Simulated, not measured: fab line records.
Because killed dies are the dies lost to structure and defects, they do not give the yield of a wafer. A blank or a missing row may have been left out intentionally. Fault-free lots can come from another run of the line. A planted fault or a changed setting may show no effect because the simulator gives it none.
fab line records | flow sky130 | part 2 of 2: steps 26 to 34 of 34
[record] lots = 5 wafers = 15 last_day = 50
route steps=708 shown LDD_P@262 LDD_HVN@267 LDD_HVP@278 LDD_LDN@289
lots untouched by any fault: they come from a run of this same line in which no faults occurred
start_h: the number of hours between the record's first day and the start of the first shown wafer of the lot | wait_h: time in hours since the lot's previous step | " repeats the value in the row above | L1.1+2: a single row standing in for several wafers | - no value, or no start was given | * or withheld: withheld | < > ~ a bound
route shown NAME@n: NAME is a module with steps in the file, n the number in the route of the first one | usual: mean/standard deviation of fault-free wafers | same: alike in all rows | chamber/n: place in a boat | sites: per-site readings | _std_site: their standard deviation | _edge_site: inner sites' mean taken away from outer sites' mean | radius_mm: for every site, how far away it sits from the centre of the wafer | mask NAME#n: copy n | behind: the last tool/chamber to shape the wafer | hold: why the lot was held/for how many hours/how that ended | device: the transistor (n, p or np) that didn't switch | end of line: the tests these same wafers got at the end of their route | where a step has no rows: the recipe by itself | killed: the dies lost at the first sort to structure and to defects; this is not the yield of the wafer | map: shows each die of a wafer: x if killed, . if not, _ if none is there
set.NAME: setting as actually run; set.NAME@STEP: the setting as run at that earlier step | model.NAME: the simulator's own value behind a step, which no gauge read
lots seen at some steps along the route; tables by step, rows by wafer
services: the hour from which a tool's chamber was out of use, counted from the record's first day as start_h (under 0 if before that day), plus the number of hours and why
[[steps]]
[step SKY_LDD_HVP_STRIP_09]
[recipe] chemistry = O2/N2 power_w = 1400 pressure_mtorr = 1500 platen_temp_c = withheld o2_flow_sccm = 3000 n2_flow_sccm = 300 overash_fraction = 0.5
[usual] drypump_motor_current_A = 5.6/0.56 oes_product_au = 0.409/0.0049 strip_time_to_endpoint_s = 4.143/0.014
// columns lot.wafer tool chamber start_h wait_h drypump_motor_current_A oes_product_au rf_hours_counter_h strip_time_to_endpoint_s
L076.1 plasma_asher-01 1 516.85 0.1 5.5 0.414 40 4.125
L076.2 " 0 " " 6.6 0.416 40 4.107
L076.3 " 0 " " 6.6 0.400 - 4.134
L087.1 plasma_asher-03 0 615.98 0.1 6.1 0.397 78 4.153
L087.4 " 0 " " 6.1 0.417 - 4.148
L087.6 " 0 " " 6.1 0.397 - 4.159
L094.1 plasma_asher-01 0 680.75 0.1 6.6 0.402 59 4.172
L094.3 " 1 " " 5.4 0.415 - 4.178
L094.5 " 1 " " 5.5 0.408 - 4.164
L092.1 plasma_asher-02 0 682.25 0.1 4.9 0.416 20 4.137
L092.4 " 0 " " 4.9 0.405 - 4.126
L092.6 " 1 " " 5.5 0.420 - 4.162
L096.2 plasma_asher-03 0 682.41 0.1 6.1 0.411 85 4.131
L096.3 " 1 " " 5.1 0.408 - 4.144
L096.6 " 0 " " 6.1 0.409 - 4.119
[step SKY_LDD_HVP_TW_MEAS_10]
[usual] LDD_HVP_TW = 452/4.9
// columns lot.wafer tool chamber start_h wait_h LDD_HVP_TW
L076.1 film_metro-01 - 516.95 0.1 460
L076.2 " - " " 460
L076.3 " - " " 462
L087.1 film_metro-04 - 616.08 0.1 450
L087.4 " - " " 448
L087.6 " - " " 449
L094.1 film_metro-04 - 680.85 0.1 447
L094.3 " - " " 446
L094.5 " - " " 445
L092.1 film_metro-02 - 682.35 0.1 455
L092.4 " - " " 454
L092.6 " - " " 454
L096.2 film_metro-04 - 682.52 0.1 445
L096.3 " - " " 446
L096.6 " - " " 450
[step SKY_LDD_LDN_DEHYDRATE_00]
[recipe] temp_c = 200 time_s = 60
[usual] resist_line_temp_C = 22.99/0.089
// columns lot.wafer tool chamber start_h wait_h resist_line_temp_C
L076.1 litho_track-03 0 531.46 14.5 23.06
L076.2 " 0 " " 23.13
L076.3 " 0 " " 23.04
L087.1 litho_track-02 0 630.22 14.1 22.94
L087.4 " 0 " " 23.01
L087.6 " 0 " " 22.94
L094.1 litho_track-01 0 694.60 13.7 22.87
L094.3 " 0 " " 22.90
L094.5 " 0 " " 22.95
L092.1 litho_track-02 0 696.17 13.8 23.03
L092.4 " 0 " " 23.12
L092.6 " 0 " " 22.95
L096.2 litho_track-01 0 696.72 14.2 23.01
L096.3 " 0 " " 22.77
L096.6 " 0 " " 22.92
[step SKY_LDD_LDN_HMDS_01]
[recipe] prime_time_s = 60 prime_temp_c = 120
[usual] resist_line_temp_C = 23.02/0.11
[same] prime_time_s = 60
// columns lot.wafer tool chamber start_h wait_h resist_line_temp_C
L076.1 litho_track-03 0 531.61 0.1 22.85
L076.2 " 0 " " 22.97
L076.3 " 0 " " 23.01
L087.1 litho_track-02 0 630.37 0.1 22.96
L087.4 " 0 " " 22.89
L087.6 " 0 " " 23.06
L094.1 litho_track-01 0 694.75 0.1 23.06
L094.3 " 0 " " 22.99
L094.5 " 0 " " 23.06
L092.1 litho_track-02 0 696.32 0.1 22.92
L092.4 " 0 " " 23.05
L092.6 " 0 " " 22.87
L096.2 litho_track-01 0 696.87 0.1 23.05
L096.3 " 0 " " 23.14
L096.6 " 0 " " 23.03
[step SKY_LDD_LDN_COAT_02]
[recipe] resist = NOVOLAK spin_rpm = 3000 resist_thk_nm = 1140
[usual] resist_line_temp_C = 23.00/0.12
// columns lot.wafer tool chamber start_h wait_h resist_line_temp_C
L076.1 litho_track-03 0 531.76 0.1 23.07
L076.2 " 0 " " 23.00
L076.3 " 0 " " 22.88
L087.1 litho_track-02 0 630.52 0.1 23.06
L087.4 " 0 " " 23.20
L087.6 " 0 " " 23.07
L094.1 litho_track-01 0 694.90 0.1 23.06
L094.3 " 0 " " 23.11
L094.5 " 0 " " 22.93
L092.1 litho_track-02 0 696.47 0.1 22.96
L092.4 " 0 " " 22.92
L092.6 " 0 " " 23.09
L096.2 litho_track-01 0 697.02 0.1 22.92
L096.3 " 0 " " 23.00
L096.6 " 0 " " 22.89
[step SKY_LDD_LDN_SOFTBAKE_03]
[recipe] temp_c = 90 time_s = 60 resist = NOVOLAK
[usual] resist_line_temp_C = 23.01/0.092
// columns lot.wafer tool chamber start_h wait_h resist_line_temp_C
L076.1 litho_track-03 0 531.91 0.1 23.12
L076.2 " 0 " " 23.04
L076.3 " 0 " " 23.10
L087.1 litho_track-02 0 630.67 0.1 23.05
L087.4 " 0 " " 23.06
L087.6 " 0 " " 23.14
L094.1 litho_track-01 0 695.05 0.1 22.97
L094.3 " 0 " " 22.99
L094.5 " 0 " " 23.13
L092.1 litho_track-02 0 696.62 0.1 23.02
L092.4 " 0 " " 23.12
L092.6 " 0 " " 23.11
L096.2 litho_track-01 0 697.17 0.1 23.02
L096.3 " 0 " " 23.00
L096.6 " 0 " " 22.97
[step SKY_LDD_LDN_EXPOSE_04]
[recipe] mask_id = LDNTM na = 0.6 source_shape = conventional sigma_outer = 0.6 polarization = unpolarized target_cd_nm = 700 dose_mj = 140
[usual] exposure_dose_mJ_cm2 = 139.99/0.14
// columns lot.wafer tool chamber start_h wait_h mask exposure_dose_mJ_cm2
L076.1 iline_stepper-01 0 - - LDNTM#0 139.96
L076.2 " 0 " " LDNTM#0 140.21
L076.3 " 0 " " LDNTM#0 140.08
L087.1 iline_stepper-01 0 - - LDNTM#0 140.22
L087.4 " 0 " " LDNTM#0 139.98
L087.6 " 0 " " LDNTM#0 139.67
L094.1 iline_stepper-02 0 - - LDNTM#0 140.37
L094.3 " 0 " " LDNTM#0 140.14
L094.5 " 0 " " LDNTM#0 140.13
L092.1 iline_stepper-02 0 - - LDNTM#0 139.82
L092.4 " 0 " " LDNTM#0 140.06
L092.6 " 0 " " LDNTM#0 140.22
L096.2 iline_stepper-01 0 - - LDNTM#0 139.94
L096.3 " 0 " " LDNTM#0 139.79
L096.6 " 0 " " LDNTM#0 139.79
[step SKY_LDD_LDN_PEB_05]
[recipe] temp_c = withheld time_s = * resist = NOVOLAK
[usual] resist_line_temp_C = *
// columns lot.wafer tool chamber start_h wait_h resist_line_temp_C
L076.1 litho_track-01 0 - - *
L076.2 " 0 " " *
L076.3 " 0 " " *
L087.1 litho_track-01 0 - - *
L087.4 " 0 " " *
L087.6 " 0 " " *
L094.1 litho_track-02 0 - - *
L094.3 " 0 " " *
L094.5 " 0 " " *
L092.1 litho_track-02 0 - - *
L092.4 " 0 " " *
L092.6 " 0 " " *
L096.2 litho_track-01 0 - - *
L096.3 " 0 " " *
L096.6 " 0 " " *
[step SKY_LDD_LDN_DEVELOP_06]
[recipe] resist = NOVOLAK developer = TMAH develop_time_s = 60 dev_temp_c = 23
[usual] resist_line_temp_C = 23.03/0.095
// columns lot.wafer tool chamber start_h wait_h resist_line_temp_C
L076.1 litho_track-01 0 547.10 0.1 22.89
L076.2 " 0 " " 22.95
L076.3 " 0 " " 23.15
L087.1 litho_track-01 0 644.20 0.1 23.12
L087.4 " 0 " " 23.01
L087.6 " 0 " " 23.05
L094.1 litho_track-02 0 709.07 0.1 23.07
L094.3 " 0 " " 22.91
L094.5 " 0 " " 23.05
L092.1 litho_track-02 0 710.52 0.1 23.06
L092.4 " 0 " " 22.97
L092.6 " 0 " " 23.04
L096.2 litho_track-01 0 710.82 0.1 23.03
L096.3 " 0 " " 23.10
L096.6 " 0 " " 23.05
[[services]]
// columns tool chamber start_h hours kind
implanter-03 - 440.97 103.8 pm
implanter-01 - 451.33 4.0 repair
iline_stepper-02 - 477.56 4.2 repair
implanter-04 - 499.26 9.0 pm
implanter-04 - 508.56 4.4 repair
plasma_asher-03 - 510.24 28.1 pm
implanter-04 - 511.56 6.4 repair
iline_stepper-02 - 539.43 8.4 repair
plasma_asher-03 - 542.06 0.7 repair
implanter-03 - 544.80 3.3 pm
implanter-03 - 545.91 1.1 repair
implanter-03 - 548.08 4.2 pm
implanter-04 - 555.51 0.5 repair
iline_stepper-01 - 561.48 3.4 repair
iline_stepper-01 - 568.33 1.7 pm
plasma_asher-03 - 586.73 3.1 repair
implanter-02 - 589.38 3.3 repair
plasma_asher-03 - 629.14 1.8 repair
implanter-04 - 636.87 5.7 pm
implanter-02 - 645.85 1.7 repair
plasma_asher-03 - 654.65 7.1 repair
iline_stepper-02 - 661.69 14.0 repair
plasma_asher-04 - 685.78 0.7 repair
plasma_asher-03 - 710.59 2.8 pm
